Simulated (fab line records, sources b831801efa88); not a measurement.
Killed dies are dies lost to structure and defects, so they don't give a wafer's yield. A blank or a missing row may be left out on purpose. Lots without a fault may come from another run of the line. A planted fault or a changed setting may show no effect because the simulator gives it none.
Chamber matching | flow sfq_line | SFQ_TRILAYER_C5_ETCH_VIA_ETCH_154 on rie_diel-04: 4 sister chambers
The step etches SiO2 in CHF3, stops on Nb, target depth 84 nm. 14 wafers are shown with their chamber, then 7 later ones without.

WAFERS WITH THEIR CHAMBER
wafer  | chamber | oes_product_au (a.u.)
L074.1 | 0       | 0.882
L074.2 | 2       | 0.876
L074.3 | 1       | 0.887
L074.4 | 1       | 0.898
L074.5 | 0       | 0.900
L074.6 | 2       | 0.880
L076.1 | 2       | 0.874
L076.2 | 3       | 0.884
L076.4 | 1       | 0.892
L078.4 | 1       | 0.910
L078.5 | 0       | 0.911
L078.6 | 3       | 0.907
L090.1 | 2       | 0.897
L090.3 | 1       | 0.895

SIGNATURES (means of the wafers above)
reading        | chamber 0 | chamber 1 | chamber 2 | chamber 3 | scatter within a chamber
oes_product_au | 0.89767   | 0.89640   | 0.88175   | 0.89550   | 0.0115
Rule: a wafer's distance from a chamber is the root of the sum, over the readings, of the square of ((its reading less the chamber's mean) divided by the reading's scatter). The wafer belongs to the nearest chamber; if the next one is less than 2 further off, it can't be placed. The scatter: the root of (the sum of the squares of (reading less its chamber's mean) over the shown wafers, divided by (wafers less chambers)).

WAFERS WITHOUT THEIR CHAMBER
wafer  | oes_product_au (a.u.)
L090.4 | 0.900
L095.1 | 0.895
L095.4 | 0.903
L095.5 | 0.904
L097.3 | 0.885
L097.4 | 0.893
L097.6 | 0.891

WHICH CHAMBER EACH WENT THROUGH
wafer  | from the rows above               | in truth
L090.4 | can't be placed: 0 or 1 or 3 or 2 | 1
L095.1 | can't be placed: 3 or 1 or 0 or 2 | 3
L095.4 | can't be placed: 0 or 1 or 3 or 2 | 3
L095.5 | can't be placed: 0 or 1 or 3 or 2 | 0
L097.3 | can't be placed: 2 or 3 or 1 or 0 | 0
L097.4 | can't be placed: 3 or 1 or 0 or 2 | 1
L097.6 | can't be placed: 3 or 1 or 0 or 2 | 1
Placed correctly: 0 of 7. Can't be placed from these rows: 7 (the true chamber is among the candidates in 7). Placed wrongly: 0.
